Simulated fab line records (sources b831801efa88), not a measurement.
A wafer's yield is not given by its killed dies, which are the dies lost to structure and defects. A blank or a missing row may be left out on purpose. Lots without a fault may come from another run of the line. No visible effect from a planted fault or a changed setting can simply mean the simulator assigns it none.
A lot that was struck, set against a sound lot + flow sky130 + 16 out of 708 route steps
Sound: the wafers L980.1, L980.2, L980.3. The struck wafers were L985.1, L985.4, L985.6. Last of all comes the cause.
Order at every step that has rows: each side's tool, ch and its chambers, its first start. Under that, the readings that differ: sound wafers + struck wafers + difference of the means + sigmas: that difference in standard deviations of wafers without a fault.
alike: words and numbers the same on both sides, and readings whose means are apart by under 2 such deviations; not compared: readings that were withheld, readings missing a value for some wafer, numbers with overlapping values and no deviation given by the record, and bounds like >300 which may hide the same value.
A row with sigmas, a row that says differs or no value, or rows on one side alone: a step with any of these is where the two part. Numbers that have no deviation but don't overlap get no sigmas and don't part them. Lack of a reading on every wafer of one side parts them only where that side has two or more wafers.

first, 1 step without rows for these wafers: SKY_VT_ADJUST_LVTN_IMPLANT_19.
SKY_VT_ADJUST_LVTN_STRIP_20: strips in O2/N2.
  sound on plasmaAsher-03 ch 0,1, day 8 01:36; struck on plasmaAsher-02 ch 0, day 9 16:25
| reading                  | sound       | struck      | difference | sigmas |
|--------------------------|-------------|-------------|------------|--------|
| drypumpMotorCurrentA (A) | 6.0 6.2 6.2 | 4.9 5.0 5.0 | -1.2       | -2     |
  alike: o2FlowSccm, oesProductAu, stripTimeToEndpointS
  not compared: rfHoursCounterH
SKY_VT_ADJUST_LVTN_TW_MEAS_21:
  sound on filmMetro-03, day 8 01:42; struck on filmMetro-03, day 9 16:31
  alike: VT_ADJUST_LVTN_2_TW
then, 7 steps without rows for these wafers: SKY_VT_ADJUST_NCORE_DEHYDRATE_00 (time 60 s); SKY_VT_ADJUST_NCORE_HMDS_01 (prime time 60 s); SKY_VT_ADJUST_NCORE_COAT_02 (resist thk 1140 nm); SKY_VT_ADJUST_NCORE_SOFTBAKE_03 (time 60 s); SKY_VT_ADJUST_NCORE_EXPOSE_04 (exposes mask LVTN COMPLEMENT THIN, target cd 380 nm); SKY_VT_ADJUST_NCORE_PEB_05; SKY_VT_ADJUST_NCORE_DEVELOP_06 (develop time 60 s).
SKY_VT_ADJUST_NCORE_CD_MEAS_07: target cd 380 nm.
  sound on cdSem-01, day 8 22:52; struck on cdSem-02, day 10 14:32
| reading   | sound             | struck            | difference | sigmas |
|-----------|-------------------|-------------------|------------|--------|
| cdNm (nm) | 380.3 382.1 379.8 | 387.0 387.3 385.2 | +5.8       | +2     |
SKY_VT_ADJUST_NCORE_OVL_MEAS_08:
  sound on overlay-01, day 8 22:59; struck on overlay-02, day 10 14:39
  alike: VT_ADJUST_NCORE_OVL
SKY_VT_ADJUST_NCORE_IMPLANT_09:
  sound on implanter-02 ch 0, day 8 23:01; struck on implanter-03 ch 0, day 10 14:41
| reading          | sound                           | struck                          | difference  | sigmas      |
|------------------|---------------------------------|---------------------------------|-------------|-------------|
| doseIonsCm2      | 2.404e+12 2.4024e+12 2.4041e+12 | 1.1851e+12 1.1842e+12 1.184e+12 | -1.2191e+12 | -99 or more |
| faradayCurrentUA | 13.65 13.70 13.87               | 6.79 6.88 6.57                  | -6.99       | -28         |
SKY_VT_ADJUST_NCORE_STRIP_10: strips in O2/N2.
  sound on plasmaAsher-03 ch 0,1, day 8 23:10; struck on plasmaAsher-02 ch 0,1, day 10 14:50
  alike: drypumpMotorCurrentA, o2FlowSccm, oesProductAu, stripTimeToEndpointS
  not compared: rfHoursCounterH
SKY_VT_ADJUST_NCORE_TW_MEAS_11:
  sound on filmMetro-01, day 8 23:16; struck on filmMetro-04, day 10 15:10
| reading            | sound             | struck            | difference | sigmas |
|--------------------|-------------------|-------------------|------------|--------|
| VT_ADJUST_NCORE_TW | 220.8 220.2 219.7 | 177.4 178.4 178.7 | -42.1      | -18    |
  not compared: hold
-- the record jumps here: 37 days lie between the struck wafers' starts before and after (it left off in module VT_ADJUST_NCORE and takes up again in module PAD_OPEN, whose first step shown is number 708 of the route) --
SKY_PAD_OPEN_PROBE_99:
  sound on prober-01, day 46 06:12; struck on prober-02, day 47 18:45
| reading | sound | struck                                                                  | difference                   | sigmas |
|---------|-------|-------------------------------------------------------------------------|------------------------------|--------|
| hold    | - - - | awaitDispo/4.6h/release awaitDispo/4.6h/release awaitDispo/4.6h/release | no value on the sound wafers |        |
  alike: killed_at_M0_to_M3, killed_at_M4_up, killedAtContacts, killedAtFrontEnd, killedAtOther, killedDies, killedOpen, killedShort

## WHERE THEY PART
Earliest at SKY_VT_ADJUST_LVTN_STRIP_20; latest, in this record, at SKY_PAD_OPEN_PROBE_99.

WHY: whatever the simulator had introduced
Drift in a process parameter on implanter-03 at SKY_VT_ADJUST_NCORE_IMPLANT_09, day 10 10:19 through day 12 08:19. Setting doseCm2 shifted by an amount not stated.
